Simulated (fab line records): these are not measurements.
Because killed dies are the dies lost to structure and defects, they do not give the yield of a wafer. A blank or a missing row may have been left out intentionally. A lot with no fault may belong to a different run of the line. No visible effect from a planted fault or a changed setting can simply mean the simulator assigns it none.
Comparing a struck lot with a sound one | flow sky130 | 44 steps out of a route of 708
Sound: the wafers L504.4, L504.5, L504.6. Struck: wafer L505.6 (L505.2, L505.3, from the same lot, were not struck and are left out); the cause is given at the end.
For every step that has rows: the tool of each side, followed by ch and its chambers, followed by its first start. Under that, the readings that differ: sound wafers | struck wafers | difference of the means | sigmas: that difference in standard deviations of wafers without a fault.
alike: a reading whose means differ by less than 2 such deviations, as well as words and numbers matching on both sides. not compared: withheld readings; readings where some wafer has no value; bounds like >300 that might hide an equal value; numbers whose values overlap and for which the record gives no deviation.
A row with sigmas, a row that says differs or no value, or rows on one side alone: a step with any of these is where the two part. Numbers that don't overlap but have no deviation are shown without sigmas and don't part them. A reading missing from all wafers of one side parts the sides only when that side holds two or more wafers.

first, 2 steps without rows for these wafers: SKY_VIA2_SPUTTER_20 (material TiN, target thk 20 nm, time 80 s); SKY_VIA2_CVD_21 (deposits W, target thk 420 nm, time 126.4 s).
SKY_VIA2_RS_MEAS_22: uses a four-point probe to measure.
  struck on film metro-03, day 38 18:40; sound on film metro-04, day 38 09:55
  alike: VIA2_W_RS
SKY_VIA2_THK_MEAS_23: measures by xrf.
  struck on film metro-03, day 38 18:46; sound on film metro-04, day 38 10:00
  reading         | sound       | struck | difference | sigmas
  VIA2_W_THK (nm) | 427 421 426 | 445    | +20        | +2
then, 3 steps without rows for these wafers: SKY_VIA2_CMP_24 (polishes, stops on SiO2, t overpolish 20 s, target thk 0 nm); SKY_METAL3_SPUTTER_00 (material Ti, target thk 15 nm, time 10 s); SKY_METAL3_SPUTTER_01 (material TiN, target thk 20 nm, time 16.7 s).
SKY_METAL3_SPUTTER_02: material AlCu, target thk 735 nm, time 39.1 s.
  struck on pvd sputter-01, day 38 19:10; sound on pvd sputter-03, day 38 10:23
  reading                | sound          | struck | difference | sigmas
  throttle valve pct (%) | 29.6 30.5 30.4 | 28.4   | -1.8       | -2
then, 1 step without rows for these wafers: SKY_METAL3_SPUTTER_03 (material Ti, target thk 5 nm, time 3.3 s).
SKY_METAL3_SPUTTER_04: material TiN, target thk 70 nm, time 58.3 s.
  struck on pvd sputter-01, day 38 19:13; sound on pvd sputter-03, day 38 10:26
  reading                | sound          | struck | difference | sigmas
  throttle valve pct (%) | 29.4 30.5 30.2 | 28.3   | -1.7       | -2
then, 1 step without rows for these wafers: SKY_CAPM_CVD_00 (deposits SiO2, target thk 15.5 nm).
SKY_CAPM_THK_MEAS_01:
  struck on film metro-01, day 38 19:18; sound on film metro-03, day 38 10:32
  alike: CAPM_CVD_00_THK
SKY_CAPM_SPUTTER_02: material TiN, target thk 200 nm, time 166.7 s.
  struck on pvd sputter-02, day 38 19:21; sound on pvd sputter-01, day 38 10:34
  reading                                  | sound           | struck | difference | sigmas
  model.TiN_of_CAPM_SPUTTER_02.thk nm (nm) | 199.2 201 200.2 | 170.2  | -29.9      |
  alike: throttle valve pct
SKY_CAPM_RS_MEAS_03: uses a four-point probe to measure.
  struck on film metro-01, day 38 19:29; sound on film metro-03, day 38 10:44
  reading              | sound          | struck | difference | sigmas
  CAPM_TIN_RS (ohm/sq) | 6.93 6.85 6.89 | 8.17   | +1.28      | +15
SKY_CAPM_THK_MEAS_04: measures by xrf.
  struck on film metro-01, day 38 19:35; sound on film metro-03, day 38 10:50
  reading           | sound             | struck | difference | sigmas
  CAPM_TIN_THK (nm) | 200.5 201.5 201.6 | 170.9  | -30.3      | -12
then, 7 steps without rows for these wafers: SKY_CAPM_DEHYDRATE_05 (time 60 s); SKY_CAPM_HMDS_06 (prime time 60 s); SKY_CAPM_COAT_07 (resist thk 1140 nm); SKY_CAPM_SOFTBAKE_08 (time 60 s); SKY_CAPM_EXPOSE_09 (exposes mask CAPM, target cd 1000 nm); SKY_CAPM_PEB_10; SKY_CAPM_DEVELOP_11 (develop time 60 s).
SKY_CAPM_OVL_MEAS_12:
  struck on overlay-02, day 39 20:29; sound on overlay-01, day 39 12:21
  alike: CAPM_OVL
SKY_CAPM_METAL_ETCH_13: etches TiN in Cl2/BCl3, stops on SiO2, target depth 220 nm, time 62.9 s.
  sound on rie metal-02 ch 0,1, day 39 12:24; struck on rie metal-01 ch 0, day 39 20:33
  reading                | sound                | struck | difference | sigmas
  oes product au (a.u.)  | 0.938 0.942 0.949    | 0.865  | -0.078     | -10
  throttle valve pct (%) | 21.906 21.912 21.894 | 21.950 | +0.046     | +5
  alike: bcl3 flow sccm, drypump motor current A, mfc cl2 sccm
  not compared: rf hours counter h
SKY_CAPM_STRIP_14: strips in O2/N2.
  sound on plasma asher-03 ch 0,1, day 39 12:29; struck on plasma asher-01 ch 1, day 39 20:41
  reading             | sound             | struck | difference | sigmas
  n2 flow sccm (sccm) | 302.3 300.6 299.9 | 298.7  | -2.2       | -3
  alike: drypump motor current A, oes product au, strip time to endpoint s
  not compared: rf hours counter h
then, 11 steps without rows for these wafers: SKY_CAPM_STRIP_15 (strips in post etch residue remover, time 1200 s); SKY_CAPM_CLEAN_16 (cleans in IPA, time 180 s); SKY_CAPM_CLEAN_17 (cleans in O3/DIW); SKY_METAL3_DEHYDRATE_05 (time 60 s); SKY_METAL3_HMDS_06 (prime time 60 s); SKY_METAL3_COAT_07 (resist thk 60 nm); SKY_METAL3_COAT_08 (resist thk 1140 nm); SKY_METAL3_SOFTBAKE_09 (time 90 s); SKY_METAL3_EXPOSE_10 (exposes mask MM3, target cd 300 nm); SKY_METAL3_PEB_11; SKY_METAL3_DEVELOP_12 (develop time 60 s).
SKY_METAL3_CD_MEAS_13: the cd target is 300 nm.
  struck on cd sem-01, day 40 22:26; sound on cd sem-01, day 40 14:38
  alike: cd nm
SKY_METAL3_OVL_MEAS_14:
  struck on overlay-01, day 40 22:33; sound on overlay-02, day 40 14:43
  alike: METAL3_OVL
SKY_METAL3_DESCUM_15: chemistry O2, time 8 s.
  sound on rie metal-02 ch 0,1, day 40 14:45; struck on rie metal-02 ch 1, day 40 22:35
  alike: drypump motor current A, oes product au
  not compared: rf hours counter h
then, 2 steps without rows for these wafers: SKY_METAL3_ETCH_16 (etches BARC in N2/H2, stops on SiO2, time 88.2 s, target depth 60 nm); SKY_METAL3_ETCH_17 (etches SiO2 in C4F8/O2/Ar, stops on TiN, time 3.9 s, target depth 15 nm).
SKY_METAL3_METAL_ETCH_18: etches the open film in Cl2/BCl3, stops on SiO2, target depth 845 nm, time 183.1 s.
  sound on rie metal-01 ch 0,1, day 40 14:57; struck on rie metal-04 ch 0, day 40 22:44
  alike: bcl3 flow sccm, drypump motor current A, mfc cl2 sccm, oes product au, throttle valve pct
  not compared: rf hours counter h
SKY_METAL3_STRIP_20: strips in post etch residue remover, time 1200 s.
  sound on wet bench-01 ch 3, day 40 15:10; struck on wet bench-03 ch 2, day 40 23:01
  reading                                  | sound             | struck | difference | sigmas
  model.TiN_of_CAPM_SPUTTER_02.thk nm (nm) | 198.3 200.1 199.3 | 169.4  | -29.8      |
-- the record jumps here: 7 days lie between the struck wafers' starts before and after (it left off in module METAL3 and takes up again in module PAD_OPEN, whose first step shown is number 708 of the route) --
SKY_PAD_OPEN_PROBE_99:
  struck on prober-01, day 47 15:39; sound on prober-01, day 47 08:32
  reading                              | sound                | struck | difference | sigmas
  model.etest.cap mim.plate ohm sq     | 6.016 6.011 5.926    | 7.047  | +1.063     |
  model.etest.cap mim.bv v (V)         | 14.47 13.94 13.67    | 13.17  | -0.86      |
  model.etest.cap mim.leak log10 a cm2 | -9.011 -9.077 -9.092 | -8.745 | +0.315     |
  alike: defect limited yield, killed_at_M0_to_M3, killed_at_M4_up, killed at contacts, killed at front end, killed at other, killed dies, killed open, killed short, sort_bin_3_pad_short, sort_bin_5_function, sort_bin_6_memory, sort n pass, sort yield pct

WHERE THEY PART
First at SKY_VIA2_THK_MEAS_23; last, within this record, at SKY_CAPM_STRIP_14. Later steps at which nothing parts them and some readings are alike: SKY_METAL3_CD_MEAS_13, SKY_METAL3_OVL_MEAS_14, SKY_METAL3_DESCUM_15, SKY_METAL3_METAL_ETCH_18, SKY_PAD_OPEN_PROBE_99.

WHY: whatever the simulator had introduced
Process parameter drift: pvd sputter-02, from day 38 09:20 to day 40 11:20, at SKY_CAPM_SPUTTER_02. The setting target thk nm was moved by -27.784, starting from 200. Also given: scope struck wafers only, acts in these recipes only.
